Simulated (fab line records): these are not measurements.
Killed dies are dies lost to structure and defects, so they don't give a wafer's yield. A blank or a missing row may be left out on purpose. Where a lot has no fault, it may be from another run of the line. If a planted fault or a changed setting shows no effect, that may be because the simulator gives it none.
A struck lot beside a sound one :: flow sky130 :: 15 steps out of a route of 708
Sound: wafers L497.1, L497.3, L497.4. The struck wafers were L514.1, L514.3, L514.6. The cause is given at the end.
For every step that has rows: the tool of each side, followed by ch and its chambers, followed by its first start. Under that, the readings that differ: sound wafers :: struck wafers :: difference of the means :: sigmas: that difference in standard deviations of wafers without a fault.
alike: words and numbers the same on both sides, and readings whose means are apart by under 2 such deviations; not compared: readings that were withheld, readings missing a value for some wafer, numbers with overlapping values and no deviation given by the record, and bounds like >300 which may hide the same value.
The two part at a step that has a row with sigmas, a row that says differs or no value, or rows on one side only. Numbers that don't overlap but have no deviation are shown without sigmas and don't part them. A reading that every wafer of one side lacks parts them only if that side has two wafers or more.

SKY_DNWELL_TW_MEAS_09:
  sound on film_metro-04 at day 4 08:29; struck on film_metro-01 at day 7 22:31
  alike: DNWELL_TW
then, 7 steps without rows for these wafers: SKY_PWDE_DEHYDRATE_00 (time 60 s); SKY_PWDE_HMDS_01 (prime time 60 s); SKY_PWDE_COAT_02 (resist thk 3000 nm); SKY_PWDE_SOFTBAKE_03; SKY_PWDE_EXPOSE_04 (exposes mask PWDEM, target cd 840 nm); SKY_PWDE_PEB_05; SKY_PWDE_DEVELOP_06 (develop time 60 s).
SKY_PWDE_OVL_MEAS_07:
  sound on overlay-01 at day 5 03:11; struck on overlay-01 at day 8 19:25
reading: PWDE_OVL (nm)
sound: 3.5 4.8 4.0
struck: 1.7 0.7 -0.9
difference: -3.6
sigmas: -3
after that, 1 step had no rows for these wafers: SKY_PWDE_IMPLANT_08.
SKY_PWDE_STRIP_09: strips in O2/N2.
  sound on plasma_asher-03 ch 0,1, day 5 03:23; struck on plasma_asher-04 ch 0,1, day 8 19:36
  alike: drypump_motor_current_A, n2_flow_sccm, oes_product_au, strip_time_to_endpoint_s
  not compared: rf_hours_counter_h
SKY_PWDE_TW_MEAS_10:
  sound on film_metro-04 at day 5 03:29; struck on film_metro-04 at day 8 19:42
  alike: PWDE_TW
SKY_NWELL_DEHYDRATE_03: time 60 s.
  sound on litho_track-01 ch 0, day 5 11:55; struck on litho_track-01 ch 0, day 9 06:01
reading: run_length_s (s)
sound: 89.41 89.19 89.32
struck: 95.29 95.25 95.48
difference: +6.03
sigmas: +38
  alike: heater_power_total_W, plate_temp_C
then, 1 step without rows for these wafers: SKY_NWELL_HMDS_04 (prime time 60 s).
-- the record jumps here: 42 days lie between the struck wafers' starts before and after (it left off in module NWELL and takes up again in module PAD_OPEN, whose first step shown is number 708 of the route) --
SKY_PAD_OPEN_PROBE_99:
  sound on prober-01 at day 47 03:59; struck on prober-02 at day 50 22:08
  alike: killed_at_M0_to_M3, killed_at_M4_up, killed_at_contacts, killed_at_front_end, killed_at_other, killed_dies, killed_open, killed_short

## WHERE THEY PART
At SKY_PWDE_OVL_MEAS_07 first; at SKY_NWELL_DEHYDRATE_03 last (within this record only). Later steps at which nothing parts them and some readings are alike: SKY_PAD_OPEN_PROBE_99.

WHY: the cause the simulator had injected
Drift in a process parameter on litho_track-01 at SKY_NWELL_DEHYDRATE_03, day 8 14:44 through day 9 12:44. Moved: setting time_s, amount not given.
